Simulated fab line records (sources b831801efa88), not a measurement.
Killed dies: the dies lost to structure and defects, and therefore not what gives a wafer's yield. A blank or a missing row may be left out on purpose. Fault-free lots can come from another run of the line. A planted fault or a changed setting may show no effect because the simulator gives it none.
fab line records -- flow sfq_line
record: lots: 14, wafers: 42, last_day: 83
route steps=325 shown L0V@23 I0@56 M7@282
lots that met no fault: taken from a fault-free run of the same line
start_h: start of the lot's first displayed wafer, in hours after the record's first day -- wait_h: hours since the lot's step before -- " identical to the entry in the row above -- L1.1+2: several wafers, shown together as one row -- - no value, or no start was given -- * or withheld: withheld -- < > ~ a bound
route shown NAME@n: a module of which the file shows steps, and the number in the route of the first -- usual: mean/standard deviation taken from wafers without a fault -- same: alike in all rows -- chamber/n: place in a boat -- sites: readings site by site -- _std_site: standard deviation of those values -- _edge_site: mean of outer sites minus mean of inner sites -- radius_mm: for every site, how far away it sits from the centre of the wafer -- mask NAME#n: copy n -- behind: tool/chamber where the wafer was last shaped -- hold: reason for holding the lot/hours on hold/outcome of the hold -- device: the transistor (n, p or np) that didn't switch -- end of line: at the end of the route, the tests of the same wafers -- for a step that has no rows: nothing shown but its recipe -- killed: at the first sort, the dies lost to defects and structure; wafer yield is something else -- map: a wafer's dies, marking killed ones x, the rest . and places with no die _
set.NAME: the setting the step ran with; set.NAME@STEP: the setting that earlier step ran with -- model.NAME: the simulator's own value behind a step, which no gauge read
route steps across a sampled set of lots; one table per step, one row per wafer
services: a tool's chamber out of use, with start hour (start_h, from the record's first day; less than 0 if before it), hours out, and reason
== steps ==
step: SFQ_L0V_OVL_MEAS_903
usual: L0V_OVL: 0/4.6
lot.wafer,tool,chamber,start_h,wait_h,L0V_OVL[nm]
L862.2,overlay-02,-,158.27,0.1,1
L862.5,overlay-02,-,158.27,0.1,3
L862.6,overlay-02,-,158.27,0.1,2
L863.2,overlay-02,-,166.79,0.1,-1
L863.5,overlay-02,-,166.79,0.1,-4
L863.6,overlay-02,-,166.79,0.1,-2
L865.1,overlay-02,-,175.97,0.1,-5
L865.2,overlay-02,-,175.97,0.1,-1
L865.3,overlay-02,-,175.97,0.1,-2
L866.1,overlay-01,-,180.73,0.1,10
L866.4,overlay-01,-,180.73,0.1,5
L866.6,overlay-01,-,180.73,0.1,3
L867.1,overlay-02,-,184.33,0.1,3
L867.3,overlay-02,-,184.33,0.1,8
L867.5,overlay-02,-,184.33,0.1,4
L868.1,overlay-02,-,185.53,0.1,4
L868.3,overlay-02,-,185.53,0.1,4
L868.6,overlay-02,-,185.53,0.1,5
L869.1,overlay-01,-,192.73,0.1,4
L869.5,overlay-01,-,192.73,0.1,7
L869.6,overlay-01,-,192.73,0.1,5
L870.1,overlay-01,-,198.73,0.1,-5
L870.4,overlay-01,-,198.73,0.1,-2
L870.6,overlay-01,-,198.73,0.1,-6
L873.2,overlay-01,-,215.54,0.1,0
L873.3,overlay-01,-,215.54,0.1,-2
L873.6,overlay-01,-,215.54,0.1,1
L874.1,overlay-02,-,225.11,0.1,7
L874.3,overlay-02,-,225.11,0.1,7
L874.6,overlay-02,-,225.11,0.1,5
L878.2,overlay-01,-,255.11,0.1,2
L878.5,overlay-01,-,255.11,0.1,1
L878.6,overlay-01,-,255.11,0.1,5
L879.2,overlay-01,-,264.71,0.1,-6
L879.3,overlay-01,-,264.71,0.1,-6
L879.5,overlay-01,-,264.71,0.1,-6
L880.4,overlay-02,-,268.32,0.1,-6
L880.5,overlay-02,-,268.32,0.1,2
L880.6,overlay-02,-,268.32,0.1,-2
L885.4,overlay-02,-,291.91,0.1,4
L885.5,overlay-02,-,291.91,0.1,0
L885.6,overlay-02,-,291.91,0.1,1
step: SFQ_TRILAYER_I0_VIA_STRIP_STRIP_035
recipe: gas: O2, power_w: 200, platen_temp_c: 40, overash_fraction: 0.65, chemistry: O2, pressure_mtorr: 50
usual: chamber_pressure_mTorr: 50.00/0.043, drypump_motor_current_A: 5.8/0.52, oes_product_au: 0.999/0.0082
lot.wafer,tool,chamber,start_h,wait_h,chamber_pressure_mTorr,drypump_motor_current_A,oes_product_au,rf_hours_counter_h
L862.2,rie_metal-03,0,286.08,-,49.98,5.9,0.999,19
L862.5,rie_metal-03,0,286.08,-,50.02,6.0,1.003,-
L862.6,rie_metal-03,1,286.08,-,50.04,5.0,1.003,-
L863.2,rie_metal-04,1,288.68,-,50.01,5.3,1.002,-
L863.5,rie_metal-04,1,288.68,-,50.06,5.3,1.008,-
L863.6,rie_metal-04,1,288.68,-,49.96,5.3,0.999,-
L865.1,rie_metal-04,1,294.72,-,50.02,5.3,0.995,4
L865.2,rie_metal-04,0,294.72,-,50.01,6.2,0.980,0
L865.3,rie_metal-04,0,294.72,-,49.98,6.2,0.985,-
L866.1,rie_metal-04,0,304.32,-,50.02,6.2,0.981,2
L866.4,rie_metal-04,1,304.32,-,50.00,5.3,1.017,-
L866.6,rie_metal-04,1,304.32,-,49.99,5.3,1.006,-
L867.1,rie_metal-03,1,305.52,-,50.01,5.0,1.013,113
L867.3,rie_metal-03,1,305.52,-,49.96,5.0,0.994,-
L867.5,rie_metal-03,1,305.52,-,49.95,5.0,1.010,-
L868.1,rie_metal-04,1,310.32,-,49.96,5.3,1.008,7
L868.3,rie_metal-04,0,310.32,-,50.08,6.2,0.995,-
L868.6,rie_metal-04,1,310.32,-,49.94,5.3,1.011,-
L869.1,rie_metal-03,1,316.32,-,49.91,5.0,0.994,114
L869.5,rie_metal-03,0,316.32,-,50.02,6.0,0.997,-
L869.6,rie_metal-03,1,316.32,-,50.00,5.0,0.994,-
L870.1,rie_metal-04,1,328.00,-,49.96,5.3,1.009,9
L870.4,rie_metal-04,0,328.00,-,49.98,6.2,0.998,-
L870.6,rie_metal-04,1,328.00,-,49.91,5.3,1.007,-
L873.2,rie_metal-04,1,346.75,-,50.02,5.3,1.007,12
L873.3,rie_metal-04,1,346.75,-,50.05,5.3,1.004,-
L873.6,rie_metal-04,1,346.75,-,49.95,5.3,1.010,-
L874.1,rie_metal-02,1,352.75,-,49.94,5.9,1.001,15
L874.3,rie_metal-02,1,352.75,-,50.01,6.0,0.997,-
L874.6,rie_metal-02,0,352.75,-,50.05,6.6,1.000,-
L878.2,rie_metal-03,0,371.95,-,50.01,6.0,1.007,34
L878.5,rie_metal-03,0,371.95,-,49.98,6.0,0.999,-
L878.6,rie_metal-03,1,371.95,-,49.96,5.0,1.006,-
L879.2,rie_metal-04,1,380.35,-,50.04,5.3,1.007,16
L879.3,rie_metal-04,1,380.35,-,49.91,5.3,1.005,-
L879.5,rie_metal-04,1,380.35,-,50.11,5.3,1.009,-
L880.4,rie_metal-04,1,384.15,-,50.07,5.3,1.011,-
L880.5,rie_metal-04,0,384.15,-,49.90,6.2,1.000,-
L880.6,rie_metal-04,1,384.15,-,50.04,5.3,1.003,-
L885.4,rie_metal-02,1,408.00,-,49.99,5.9,0.983,-
L885.5,rie_metal-02,1,408.00,-,49.96,6.0,0.986,-
L885.6,rie_metal-02,0,408.00,-,49.96,6.6,0.985,-
step: SFQ_TRILAYER_M7_DEP_SPUTTER_175
recipe: material: Nb, base_pressure_pa: 1.33e-06, chamber_pressure_pa: 0.1333, substrate_temp_c: 20, target_thk_nm: 200, power_w: 2000, time_s: 133.3
usual: base_pressure_pa: 1.34e-06/7.6e-08, chamber_pressure_pa: 0.1333/0.00031, throttle_valve_pct: 30.0/1.1
lot.wafer,tool,chamber,start_h,wait_h,base_pressure_pa,chamber_pressure_pa,throttle_valve_pct
L862.2,pvd_sputter-05,-,1616.21,0.0,1.34e-06,0.1335,31.6
L862.5,pvd_sputter-05,-,1616.21,0.0,1.44e-06,0.1331,31.1
L862.6,pvd_sputter-05,-,1616.21,0.0,1.33e-06,0.1333,31.7
L863.2,pvd_sputter-06,-,1623.41,0.0,1.27e-06,0.1332,29.3
L863.5,pvd_sputter-06,-,1623.41,0.0,1.27e-06,0.1336,29.0
L863.6,pvd_sputter-06,-,1623.41,0.0,1.35e-06,0.1329,29.5
L865.1,pvd_sputter-06,-,1629.41,0.0,1.35e-06,0.1335,29.1
L865.2,pvd_sputter-06,-,1629.41,0.0,1.28e-06,0.1339,29.2
L865.3,pvd_sputter-06,-,1629.41,0.0,1.4e-06,0.1337,29.2
L866.1,pvd_sputter-03,-,1637.81,0.0,1.4e-06,0.1337,29.3
L866.4,pvd_sputter-03,-,1637.81,0.0,1.27e-06,0.1335,29.3
L866.6,pvd_sputter-03,-,1637.81,0.0,1.42e-06,0.1331,31.7
L867.1,pvd_sputter-06,-,1651.01,0.0,1.32e-06,0.1325,29.2
L867.3,pvd_sputter-06,-,1651.01,0.0,1.25e-06,0.1331,30.2
L867.5,pvd_sputter-06,-,1651.01,0.0,1.3e-06,0.1329,29.2
L868.1,pvd_sputter-06,-,1724.32,0.0,1.32e-06,0.1337,29.1
L868.3,pvd_sputter-06,-,1724.32,0.0,1.26e-06,0.1330,29.4
L868.6,pvd_sputter-06,-,1724.32,0.0,1.45e-06,0.1334,29.4
L869.1,pvd_sputter-05,-,1725.99,0.0,1.3e-06,0.1338,28.1
L869.5,pvd_sputter-05,-,1725.99,0.0,1.24e-06,0.1336,29.9
L869.6,pvd_sputter-05,-,1725.99,0.0,1.33e-06,0.1333,31.4
L869.1,pvd_sputter-05,-,1726.25,0.2,1.19e-06,0.1329,28.3
L869.5,pvd_sputter-05,-,1726.25,0.2,1.23e-06,0.1334,30.1
L869.6,pvd_sputter-05,-,1726.25,0.2,1.36e-06,0.1331,31.3
L870.1,pvd_sputter-05,-,1729.03,0.0,1.35e-06,0.1333,30.2
L870.4,pvd_sputter-05,-,1729.03,0.0,1.25e-06,0.1329,28.2
L870.6,pvd_sputter-05,-,1729.03,0.0,1.28e-06,0.1336,29.9
L873.2,pvd_sputter-03,-,1749.93,0.0,1.26e-06,0.1331,30.5
L873.3,pvd_sputter-03,-,1749.93,0.0,1.2e-06,0.1333,31.5
L873.6,pvd_sputter-03,-,1749.93,0.0,1.3e-06,0.1330,30.6
L873.2,pvd_sputter-03,-,1750.19,0.2,1.3e-06,0.1331,30.3
L873.3,pvd_sputter-03,-,1750.19,0.2,1.33e-06,0.1331,31.7
L873.6,pvd_sputter-03,-,1750.19,0.2,1.33e-06,0.1331,30.5
L874.1,pvd_sputter-05,-,1752.33,0.0,1.16e-06,0.1331,31.1
L874.3,pvd_sputter-05,-,1752.33,0.0,1.28e-06,0.1336,31.8
L874.6,pvd_sputter-05,-,1752.33,0.0,1.31e-06,0.1335,28.4
L878.2,pvd_sputter-03,-,1837.90,0.0,1.35e-06,0.1334,29.6
L878.5,pvd_sputter-03,-,1837.90,0.0,1.4e-06,0.1334,29.3
L878.6,pvd_sputter-03,-,1837.90,0.0,1.36e-06,0.1332,28.9
L879.2,pvd_sputter-03,-,1859.63,0.0,1.28e-06,0.1329,31.8
L879.3,pvd_sputter-03,-,1859.63,0.0,1.15e-06,0.1330,29.0
L879.5,pvd_sputter-03,-,1859.63,0.0,1.42e-06,0.1334,31.8
L880.4,pvd_sputter-05,-,1885.55,0.0,1.4e-06,0.1335,29.8
L880.5,pvd_sputter-05,-,1885.55,0.0,1.32e-06,0.1335,29.7
L880.6,pvd_sputter-05,-,1885.55,0.0,1.32e-06,0.1336,31.3
L885.4,pvd_sputter-03,-,1897.55,0.0,1.23e-06,0.1331,29.2
L885.5,pvd_sputter-03,-,1897.55,0.0,1.36e-06,0.1331,29.0
L885.6,pvd_sputter-03,-,1897.55,0.0,1.31e-06,0.1336,31.7
step: SFQ_M7_RS_MEAS_943
recipe: thk_meas_gauge: four-point-probe, reads: Nb_of_TRILAYER_M7_DEP_SPUTTER_175
usual: M7_NB_RS: 0.886/0.0073
lot.wafer,tool,chamber,start_h,wait_h,M7_NB_RS[ohm/sq]
L862.2,film_metro-04,-,1616.33,0.1,0.893
L862.5,film_metro-04,-,1616.33,0.1,0.897
L862.6,film_metro-04,-,1616.33,0.1,0.894
L863.2,film_metro-04,-,1623.53,0.1,0.891
L863.5,film_metro-04,-,1623.53,0.1,0.890
L863.6,film_metro-04,-,1623.53,0.1,0.881
L865.1,film_metro-04,-,1629.51,0.0,0.885
L865.2,film_metro-04,-,1629.51,0.0,0.876
L865.3,film_metro-04,-,1629.51,0.0,0.888
L866.1,film_metro-02,-,1637.91,0.0,0.883
L866.4,film_metro-02,-,1637.91,0.0,0.873
L866.6,film_metro-02,-,1637.91,0.0,0.876
L867.1,film_metro-01,-,1651.11,0.0,0.888
L867.3,film_metro-01,-,1651.11,0.0,0.891
L867.5,film_metro-01,-,1651.11,0.0,0.892
L868.1,film_metro-02,-,1724.41,0.0,0.886
L868.3,film_metro-02,-,1724.41,0.0,0.877
L868.6,film_metro-02,-,1724.41,0.0,0.883
L869.1,film_metro-01,-,1726.34,0.0,0.440
L869.5,film_metro-01,-,1726.34,0.0,0.441
L869.6,film_metro-01,-,1726.34,0.0,0.443
L870.1,film_metro-01,-,1729.12,0.0,0.887
L870.4,film_metro-01,-,1729.12,0.0,0.887
L870.6,film_metro-01,-,1729.12,0.0,0.882
L873.2,film_metro-02,-,1750.30,0.1,0.442
L873.3,film_metro-02,-,1750.30,0.1,0.444
L873.6,film_metro-02,-,1750.30,0.1,0.444
L874.1,film_metro-02,-,1752.42,0.0,0.881
L874.3,film_metro-02,-,1752.42,0.0,0.889
L874.6,film_metro-02,-,1752.42,0.0,0.885
L878.2,film_metro-01,-,1838.01,0.1,0.888
L878.5,film_metro-01,-,1838.01,0.1,0.893
L878.6,film_metro-01,-,1838.01,0.1,0.876
L879.2,film_metro-01,-,1859.74,0.1,0.893
L879.3,film_metro-01,-,1859.74,0.1,0.881
L879.5,film_metro-01,-,1859.74,0.1,0.887
L880.4,film_metro-02,-,1885.70,0.1,0.890
L880.5,film_metro-02,-,1885.70,0.1,0.891
L880.6,film_metro-02,-,1885.70,0.1,0.893
L885.4,film_metro-04,-,1897.70,0.1,0.869
L885.5,film_metro-04,-,1897.70,0.1,0.869
L885.6,film_metro-04,-,1897.70,0.1,0.882
step: SFQ_TRILAYER_M7_BARC_OPEN_METAL_ETCH_229
recipe: mask_material: PR, chemistry: O2, target_depth_nm: 125, target: BARC, icp_w: 600, bias_w: 80, pressure_mtorr: 10, time_s: 41.7
usual: chamber_pressure_mTorr: 10.000/0.0081, drypump_motor_current_A: 5.9/0.53, oes_product_au: 0.685/0.0048, rf_fwd_power_W: 592.9/2
lot.wafer,tool,chamber,start_h,wait_h,chamber_pressure_mTorr,drypump_motor_current_A,oes_product_au,rf_fwd_power_W,rf_hours_counter_h
L862.2,rie_metal-04,1,1634.58,0.0,9.984,5.3,0.682,594.5,65
L862.5,rie_metal-04,1,1634.58,0.0,9.993,5.3,0.681,595.6,-
L862.6,rie_metal-04,0,1634.58,0.0,9.988,6.2,0.685,592.9,-
L863.2,rie_metal-03,0,1645.38,0.0,10.004,6.0,0.682,592.3,78
L863.5,rie_metal-03,1,1645.38,0.0,9.998,5.0,0.688,590.9,-
L863.6,rie_metal-03,0,1645.38,0.0,10.009,6.0,0.684,595.9,-
L865.1,rie_metal-02,0,1654.98,0.0,9.984,6.6,0.696,591.0,15
L865.2,rie_metal-02,1,1654.98,0.0,10.005,6.0,0.687,594.5,67
L865.3,rie_metal-02,0,1654.98,0.0,10.002,6.6,0.692,592.4,-
L866.1,rie_metal-03,1,1660.98,0.0,10.013,5.0,0.685,592.6,17
L866.4,rie_metal-03,1,1660.98,0.0,10.004,5.0,0.682,588.9,-
L866.6,rie_metal-03,1,1660.98,0.0,9.998,5.0,0.686,592.4,-
L867.1,rie_metal-02,0,1676.58,0.0,10.003,6.6,0.681,589.8,18
L867.3,rie_metal-02,0,1676.58,0.0,10.001,6.6,0.682,588.0,-
L867.5,rie_metal-02,1,1676.58,0.0,9.999,5.9,0.687,593.0,-
L868.1,rie_metal-03,0,1726.87,0.0,10.010,5.9,0.681,596.4,89
L868.3,rie_metal-03,1,1726.87,0.0,9.998,5.0,0.687,594.9,-
L868.6,rie_metal-03,0,1726.87,0.0,10.002,6.0,0.681,592.9,-
L869.1,rie_metal-03,1,1729.27,0.0,10.006,5.0,0.686,593.8,26
L869.5,rie_metal-03,0,1729.27,0.0,10.002,6.0,0.688,594.5,-
L869.6,rie_metal-03,1,1729.27,0.0,9.996,5.0,0.682,591.9,-
L870.1,rie_metal-02,0,1731.59,0.0,9.993,6.6,0.687,590.3,29
L870.4,rie_metal-02,1,1731.59,0.0,10.008,6.0,0.686,595.1,-
L870.6,rie_metal-02,0,1731.59,0.0,9.991,6.6,0.688,591.7,-
L873.2,rie_metal-03,1,1757.37,0.0,10.003,5.0,0.686,589.8,30
L873.3,rie_metal-03,1,1757.37,0.0,10.000,5.0,0.683,590.2,-
L873.6,rie_metal-03,1,1757.37,0.0,10.007,5.0,0.681,591.2,-
L874.1,rie_metal-02,1,1758.57,0.0,10.014,5.9,0.678,590.3,84
L874.3,rie_metal-02,0,1758.57,0.0,10.014,6.6,0.685,591.0,-
L874.6,rie_metal-02,0,1758.57,0.0,9.997,6.6,0.685,589.3,-
L878.2,rie_metal-04,0,1840.60,0.0,9.995,6.2,0.688,588.8,-
L878.5,rie_metal-04,0,1840.60,0.0,10.014,6.2,0.690,594.4,-
L878.6,rie_metal-04,0,1840.60,0.0,9.999,6.2,0.687,592.4,-
L879.2,rie_metal-02,1,1863.02,0.0,10.007,5.9,0.688,594.7,99
L879.3,rie_metal-02,0,1863.02,0.0,10.011,6.6,0.682,590.6,-
L879.5,rie_metal-02,0,1863.02,0.0,10.007,6.6,0.695,594.0,-
L880.4,rie_metal-04,0,1888.25,0.0,10.007,6.2,0.689,593.1,-
L880.5,rie_metal-04,1,1888.25,0.0,10.000,5.3,0.688,592.2,-
L880.6,rie_metal-04,0,1888.25,0.0,10.001,6.2,0.679,591.9,-
L885.4,rie_metal-04,0,1901.92,0.0,9.989,6.2,0.689,592.3,-
L885.5,rie_metal-04,0,1901.92,0.0,9.991,6.2,0.681,592.0,-
L885.6,rie_metal-04,1,1901.92,0.0,9.999,5.3,0.686,594.1,-
step: SFQ_TRILAYER_M7_ETCH_METAL_ETCH_180
recipe: target: Nb, stop_on: SiO2, mask_material: PR, chemistry: Cl2/Ar, target_depth_nm: 240, icp_w: 600, bias_w: 80, pressure_mtorr: 10, time_s: 120
usual: chamber_pressure_mTorr: 10.000/0.0088, drypump_motor_current_A: 5.9/0.53, oes_product_au: 0.896/0.0064, rf_fwd_power_W: 596.8/2
lot.wafer,tool,chamber,start_h,wait_h,chamber_pressure_mTorr,drypump_motor_current_A,oes_product_au,rf_fwd_power_W,rf_hours_counter_h
L862.2,rie_metal-04,1,1634.64,0.0,9.990,5.3,0.894,598.7,65
L862.5,rie_metal-04,1,1634.64,0.0,10.001,5.3,0.883,599.3,-
L862.6,rie_metal-04,0,1634.64,0.0,10.005,6.2,0.882,593.4,-
L863.2,rie_metal-03,0,1645.44,0.0,9.996,5.9,0.895,597.3,78
L863.5,rie_metal-03,1,1645.44,0.0,9.993,5.0,0.901,596.1,-
L863.6,rie_metal-03,0,1645.44,0.0,9.997,5.9,0.897,597.8,-
L865.1,rie_metal-02,0,1655.04,0.0,9.993,6.6,0.889,596.7,15
L865.2,rie_metal-02,1,1655.04,0.0,9.998,6.0,0.892,598.2,67
L865.3,rie_metal-02,0,1655.04,0.0,10.009,6.6,0.892,598.7,-
L866.1,rie_metal-03,1,1661.04,0.0,10.008,5.0,0.898,593.8,17
L866.4,rie_metal-03,1,1661.04,0.0,10.004,5.0,0.910,596.7,-
L866.6,rie_metal-03,1,1661.04,0.0,10.011,5.0,0.902,594.4,-
L867.1,rie_metal-02,0,1676.64,0.0,9.998,6.6,0.895,596.7,18
L867.3,rie_metal-02,0,1676.64,0.0,10.013,6.6,0.892,596.6,-
L867.5,rie_metal-02,1,1676.64,0.0,9.996,5.9,0.889,595.5,-
L868.1,rie_metal-03,0,1726.93,0.0,10.005,6.0,0.899,599.0,89
L868.3,rie_metal-03,1,1726.93,0.0,9.999,5.0,0.903,596.6,-
L868.6,rie_metal-03,0,1726.93,0.0,9.985,5.9,0.901,602.2,-
L869.1,rie_metal-03,1,1729.33,0.0,9.999,5.0,0.990,594.7,26
L869.5,rie_metal-03,0,1729.33,0.0,9.986,6.0,1.001,598.8,-
L869.6,rie_metal-03,1,1729.33,0.0,10.014,5.0,0.998,596.4,-
L870.1,rie_metal-02,0,1731.65,0.0,9.998,6.6,0.894,595.5,29
L870.4,rie_metal-02,1,1731.65,0.0,10.004,5.9,0.890,599.5,-
L870.6,rie_metal-02,0,1731.65,0.0,10.007,6.6,0.900,594.8,-
L873.2,rie_metal-03,1,1757.43,0.0,9.990,5.0,1.002,597.3,30
L873.3,rie_metal-03,1,1757.43,0.0,10.000,5.0,1.003,597.4,-
L873.6,rie_metal-03,1,1757.43,0.0,9.998,5.0,0.990,593.9,-
L874.1,rie_metal-02,1,1758.63,0.0,10.009,6.0,0.895,596.6,84
L874.3,rie_metal-02,0,1758.63,0.0,9.994,6.6,0.887,593.1,-
L874.6,rie_metal-02,0,1758.63,0.0,9.991,6.6,0.899,596.7,-
L878.2,rie_metal-04,0,1840.74,0.1,9.998,6.2,0.896,597.5,-
L878.5,rie_metal-04,0,1840.74,0.1,9.995,6.2,0.898,598.7,-
L878.6,rie_metal-04,0,1840.74,0.1,9.999,6.2,0.906,599.2,-
L879.2,rie_metal-02,1,1863.08,0.0,10.004,6.0,0.899,597.6,99
L879.3,rie_metal-02,0,1863.08,0.0,10.003,6.6,0.896,595.9,-
L879.5,rie_metal-02,0,1863.08,0.0,9.995,6.6,0.889,596.6,-
L880.4,rie_metal-04,0,1888.33,0.1,9.992,6.2,0.893,597.7,-
L880.5,rie_metal-04,1,1888.33,0.1,10.006,5.3,0.899,596.4,-
L880.6,rie_metal-04,0,1888.33,0.1,10.012,6.2,0.886,593.8,-
L885.4,rie_metal-04,0,1902.00,0.1,9.998,6.2,0.905,596.9,-
L885.5,rie_metal-04,0,1902.00,0.1,9.981,6.2,0.914,595.4,-
L885.6,rie_metal-04,1,1902.00,0.1,9.998,5.3,0.899,598.5,-
== services ==
tool,chamber,start_h,hours,kind
rie_metal-03,0,443.73,8.6,repair
rie_metal-02,0,455.97,6.4,repair
rie_metal-02,1,461.80,3.8,repair
rie_metal-04,-,507.70,0.7,repair
rie_metal-04,-,510.98,2.8,pm
rie_metal-02,1,559.29,4.9,repair
rie_metal-03,0,616.56,1.3,repair
rie_metal-04,-,621.53,0.4,repair
rie_metal-04,-,713.63,0.6,repair
rie_metal-02,1,738.27,6.8,repair
rie_metal-03,-,783.73,0.8,repair
rie_metal-03,-,953.10,2.8,pm
rie_metal-04,-,954.34,0.5,repair
rie_metal-04,-,969.99,4.4,repair
rie_metal-04,0,985.08,21.4,repair
rie_metal-03,1,1234.78,5.5,repair
rie_metal-03,1,1290.82,12.4,repair
rie_metal-04,0,1308.62,1.9,repair
rie_metal-04,-,1393.39,1.0,repair
rie_metal-04,0,1458.27,24.1,repair
rie_metal-04,0,1544.99,12.3,repair
rie_metal-04,-,1610.41,2.8,pm
rie_metal-04,-,1761.46,1.6,repair
rie_metal-04,1,1828.89,28.8,repair
== key ==
first_sign: step: SFQ_TRILAYER_M7_DEP_SPUTTER_175, reading: visit, direction: added
effect: step: SFQ_M7_RS_MEAS_943, reading: M7_NB_RS, direction: down, sigmas: 61, usual: 0.886, struck: 0.442
effect: step: SFQ_TRILAYER_M7_ETCH_METAL_ETCH_180, reading: oes_product_au, direction: up, sigmas: 16, usual: 0.896, struck: 0.997
met_at SFQ_TRILAYER_M7_DEP_SPUTTER_175
struck_lots L869,L873
not_acting_at SFQ_L0V_OVL_MEAS_903,SFQ_TRILAYER_I0_VIA_STRIP_STRIP_035,SFQ_TRILAYER_M7_BARC_OPEN_METAL_ETCH_229
fault: kind: repeated_step_whole, tool: pvd_sputter-03,pvd_sputter-05,pvd_sputter-06, chamber: -, onset_h: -, steps: SFQ_TRILAYER_M7_DEP_SPUTTER_175, times: 1, scope: struck_lots_only
